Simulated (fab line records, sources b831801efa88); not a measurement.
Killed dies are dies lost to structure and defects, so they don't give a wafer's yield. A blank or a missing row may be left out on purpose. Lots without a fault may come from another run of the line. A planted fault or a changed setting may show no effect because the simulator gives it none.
Which tool did it? | flow gf180mcu | 11 lots, 33 wafers sampled, at 3 steps of a route of 602

WHAT THE GAUGES READ, wafer by wafer
GF_M5_CD_MEAS_07: target cd 280 nm.
lot  | measured     | on        | cd_nm (nm)
L520 | day 25 23:42 | cd_sem-02 | 280.9 280.7 281.7
L521 | day 26 09:20 | cd_sem-01 | 279.5 279.3 281.1
L524 | day 27 19:33 | cd_sem-02 | 280.2 279.3 279.0
L526 | day 28 09:23 | cd_sem-01 | 282.1 283.3 282.6
L527 | day 28 20:46 | cd_sem-01 | 279.6 280.3 281.4
L528 | day 28 23:34 | cd_sem-01 | 280.6 280.3 280.6
L529 | day 29 02:43 | cd_sem-01 | 279.2 279.0 278.7
L532 | day 30 02:39 | cd_sem-02 | 280.7 279.9 279.6
L534 | day 30 11:13 | cd_sem-01 | 282.3 281.0 280.2
L535 | day 30 19:37 | cd_sem-02 | 280.7 281.5 282.5
L540 | day 32 04:22 | cd_sem-02 | 280.6 281.4 280.7

WHICH TOOL RAN EACH LOT (tool, then ch and the chambers of the sampled wafers, then the start)
lot  | GF_V4_ETCH_17                                 | GF_V4_SPUTTER_22
L520 | rie_diel-04 ch 0,1,2, day 24 03:04 or earlier | pvd_sputter-02, day 24 03:04
L521 | rie_diel-01 ch 0,2,3, day 24 13:25 or earlier | pvd_sputter-01, day 24 13:25
L524 | rie_diel-01 ch 2,3, day 26 00:27 or earlier   | pvd_sputter-04, day 26 00:27
L526 | rie_diel-04 ch 0,3, day 26 16:38 or earlier   | pvd_sputter-01, day 26 16:38
L527 | rie_diel-03 ch 0,2, day 27 04:19 or earlier   | pvd_sputter-02, day 27 04:19
L528 | rie_diel-01 ch 1,2,3, day 27 06:10 or earlier | pvd_sputter-02, day 27 06:10
L529 | rie_diel-03 ch 1,2, day 27 09:27 or earlier   | pvd_sputter-02, day 27 09:27
L532 | rie_diel-03 ch 0,2,3, day 28 11:24 or earlier | pvd_sputter-02, day 28 11:24
L534 | rie_diel-03 ch 1, day 28 20:49 or earlier     | pvd_sputter-02, day 28 20:49
L535 | rie_diel-01 ch 0,2,3, day 29 05:54 or earlier | pvd_sputter-04, day 29 05:54
L540 | rie_diel-04 ch 2,3, day 30 17:15 or earlier   | pvd_sputter-01, day 30 17:15
- GF_V4_ETCH_17: etches SiO2 in C4F8/O2/Ar, stops on TiN, target depth 630 nm.
- GF_V4_SPUTTER_22: material TiN, target thk 10 nm, time 40 s.

THE ANSWER, worked out from the rows above alone
Rule: what is usual is taken from the lots themselves. Put in order of their means at a reading, lots are off if they are a third of the lots or fewer, leave a main group of 4 or more, and stand apart from it by a gap of 3 or more times the standard deviation of the main group's means; of several such gaps the widest counts. A main group whose means are all the same, to the digits that the tables above print for the reading, isn't used. A lot without any number at a reading at which 4 lots or more have one is off too. The other lots that the step has rows for count as sound.
No lot is off at any reading shown: from this, nothing can be told.

WHAT THE SIMULATOR HAD PUT IN
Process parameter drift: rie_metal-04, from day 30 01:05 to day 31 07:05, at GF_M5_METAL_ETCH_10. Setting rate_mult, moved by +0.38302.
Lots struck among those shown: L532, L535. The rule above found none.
